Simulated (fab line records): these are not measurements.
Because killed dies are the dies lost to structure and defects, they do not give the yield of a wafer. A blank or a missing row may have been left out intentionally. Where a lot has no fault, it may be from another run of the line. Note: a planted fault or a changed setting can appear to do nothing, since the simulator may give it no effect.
A struck lot beside a sound one | flow gf180mcu | 44 steps out of a route of 602
Sound: wafers L910.1, L910.3, L910.4. Struck: wafer L916.3. (L916.2, L916.6 of the same lot were not struck and are left out.) The cause comes at the end.
Per side, at each step with rows, come the tool, then ch with its chambers, and then its first start. Under that, the readings that differ: sound wafers | struck wafers | difference of the means | sigmas: that difference in standard deviations of wafers without a fault.
alike: readings with means less than 2 such deviations apart, plus words and numbers identical on both sides. not compared: withheld readings, readings lacking a value on some wafer, bounds such as >300 that could conceal the same value, and numbers that have no deviation in the record and whose values overlap.
The two part at a step that has a row with sigmas, a row that says differs or no value, or rows on one side only. Non-overlapping numbers with no deviation appear without sigmas and do not part them. A reading missing from all wafers of one side parts the sides only when that side holds two or more wafers.

first, 2 steps without rows for these wafers: GF_V3_STRIP_19 (strips in post etch residue remover, time 1200 s); GF_V3_CLEAN_20 (cleans in DIW).
GF_V3_SPUTTER_21: material Ti, target thk 15 nm, time 80.02 s.
  struck on pvd_sputter-04, day 27 10:50; sound on pvd_sputter-04, day 25 15:02
  alike: throttle_valve_pct
GF_V3_SPUTTER_22: material TiN, target thk 10 nm, time 40 s.
  struck on pvd_sputter-04, day 27 10:53; sound on pvd_sputter-04, day 25 15:05
  alike: throttle_valve_pct
then, 1 step without rows for these wafers: GF_V3_CVD_23 (deposits W, target thk 350 nm, time 104.9 s).
GF_V3_RS_MEAS_24: uses a four-point probe to measure.
  struck on film_metro-03, day 27 11:04; sound on film_metro-04, day 25 15:14
  reading          | sound             | struck | difference | sigmas
  V3_W_RS (ohm/sq) | 0.331 0.330 0.330 | 0.324  | -0.006     | -2
GF_V3_THK_MEAS_25: measures by xrf.
  struck on film_metro-03, day 27 11:10; sound on film_metro-04, day 25 15:22
  alike: V3_W_THK
then, 1 step without rows for these wafers: GF_V3_CMP_26 (polishes, stops on SiO2, t overpolish 15 s, target thk 0 nm).
GF_M4_SPUTTER_00: material Ti, target thk 37.5 nm, time 150 s.
  struck on pvd_sputter-03, day 27 11:31; sound on pvd_sputter-03, day 25 15:43
  reading                | sound          | struck | difference | sigmas
  throttle_valve_pct (%) | 28.2 28.8 30.6 | 31.8   | +2.6       | +2
GF_M4_SPUTTER_01: material TiN, target thk 30 nm, time 25 s.
  struck on pvd_sputter-03, day 27 11:37; sound on pvd_sputter-03, day 25 15:49
  reading                | sound          | struck | difference | sigmas
  throttle_valve_pct (%) | 28.1 28.7 30.7 | 31.7   | +2.5       | +2
then, 2 steps without rows for these wafers: GF_M4_SPUTTER_02 (material AlCu, target thk 450 nm, time 23.9 s); GF_M4_SPUTTER_03 (material Ti, target thk 10 nm, time 6.7 s).
GF_M4_SPUTTER_04: material TiN, target thk 50 nm, time 41.7 s.
  struck on pvd_sputter-03, day 27 11:43; sound on pvd_sputter-03, day 25 15:54
  reading                                | sound             | struck | difference | sigmas
  throttle_valve_pct (%)                 | 28.0 28.6 30.4    | 31.7   | +2.7       | +2
  model.TiN_of_M4_SPUTTER_04.thk_nm (nm) | 50.06 49.84 50.42 | 41.37  | -8.74      |
GF_M4_RS_MEAS_05: uses a four-point probe to measure.
  struck on film_metro-03, day 27 11:46; sound on film_metro-02, day 25 15:56
  reading             | sound                | struck | difference | sigmas
  M4_ALCU_RS (ohm/sq) | 0.0701 0.0702 0.0708 | 0.0690 | -0.0014    | -2
GF_M4_THK_MEAS_06: measures by xrf.
  struck on film_metro-03, day 27 11:53; sound on film_metro-02, day 25 16:04
  reading          | sound       | struck | difference | sigmas
  M4_ALCU_THK (nm) | 456 457 453 | 470    | +15        | +3
then, 7 steps without rows for these wafers: GF_M4_DEHYDRATE_07 (time 60 s); GF_M4_HMDS_08 (prime time 60 s); GF_M4_COAT_09 (resist thk 1000 nm); GF_M4_SOFTBAKE_10 (time 60 s); GF_M4_EXPOSE_11 (exposes mask Metal4, target cd 280 nm); GF_M4_PEB_12 (peb time 90 s); GF_M4_DEVELOP_13 (develop time 60 s).
GF_M4_CD_MEAS_14: the cd target is 280 nm.
  struck on cd_sem-01, day 28 08:08; sound on cd_sem-02, day 26 13:08
  alike: cd_nm
GF_M4_OVL_MEAS_15:
  struck on overlay-01, day 28 08:14; sound on overlay-02, day 26 13:16
  alike: M4_OVL
then, 5 steps without rows for these wafers: GF_M4_METAL_ETCH_16 (etches the open film in Cl2/BCl3, stops on SiO2, target depth 750.8 nm, time 125.1 s); GF_M4_STRIP_17 (strips in O2/N2); GF_M4_STRIP_18 (strips in post etch residue remover, time 1200 s); GF_M4_CLEAN_19 (cleans in DIW); GF_V4_CVD_00 (deposits SiO2, target thk 600 nm, time 100 s).
GF_V4_THK_MEAS_01:
  struck on film_metro-01, day 28 09:01; sound on film_metro-01, day 26 14:02
  alike: V4_CVD_00_THK
then, 1 step without rows for these wafers: GF_V4_CVD_02 (deposits SiO2 from TEOS, target thk 850 nm, time 94.851 s).
GF_V4_THK_MEAS_03:
  struck on film_metro-04, day 28 09:09; sound on film_metro-04, day 26 14:10
  alike: V4_CVD_02_THK
GF_V4_CMP_04: polishes SiO2.
  sound on cmp-02 ch 0,1,2, day 26 14:16; struck on cmp-01 ch 3, day 28 09:12
  alike: motor_current_A, slurry_filter_dp_kPa, time_to_endpoint_s
GF_V4_BOW_MEAS_05:
  struck on film_metro-01, day 28 09:41; sound on film_metro-01, day 26 14:31
  alike: V4_BOW
then, 8 steps without rows for these wafers: GF_V4_DEHYDRATE_06 (time 60 s); GF_V4_HMDS_07 (prime time 60 s); GF_V4_COAT_08; GF_V4_COAT_09 (resist thk 1000 nm); GF_V4_SOFTBAKE_10 (time 60 s); GF_V4_EXPOSE_11 (exposes mask Via4, target cd 260 nm); GF_V4_PEB_12 (peb time 90 s); GF_V4_DEVELOP_13 (develop time 60 s).
GF_V4_STRIP_19: strips in post etch residue remover, time 1200 s.
  sound on wet_bench-03 ch 0, day 27 11:35; struck on wet_bench-03 ch 3, day 29 05:13
  reading                                | sound          | struck | difference | sigmas
  model.TiN_of_M4_SPUTTER_04.thk_nm (nm) | 49.22 49 49.58 | 40.52  | -8.75      |
-- the record jumps here: 4 days lie between the struck wafers' starts before and after (it left off in module V4 and takes up again in module PASSIVATION, whose first step shown is number 602 of the route) --
GF_PASSIVATION_PROBE_99:
  only the struck wafers here have rows in the record (prober-02, day 33 04:03); the sound ones have none

## WHERE THEY PART
At GF_V3_RS_MEAS_24 first; at GF_PASSIVATION_PROBE_99 last (within this record only).

WHY: the cause the simulator had injected
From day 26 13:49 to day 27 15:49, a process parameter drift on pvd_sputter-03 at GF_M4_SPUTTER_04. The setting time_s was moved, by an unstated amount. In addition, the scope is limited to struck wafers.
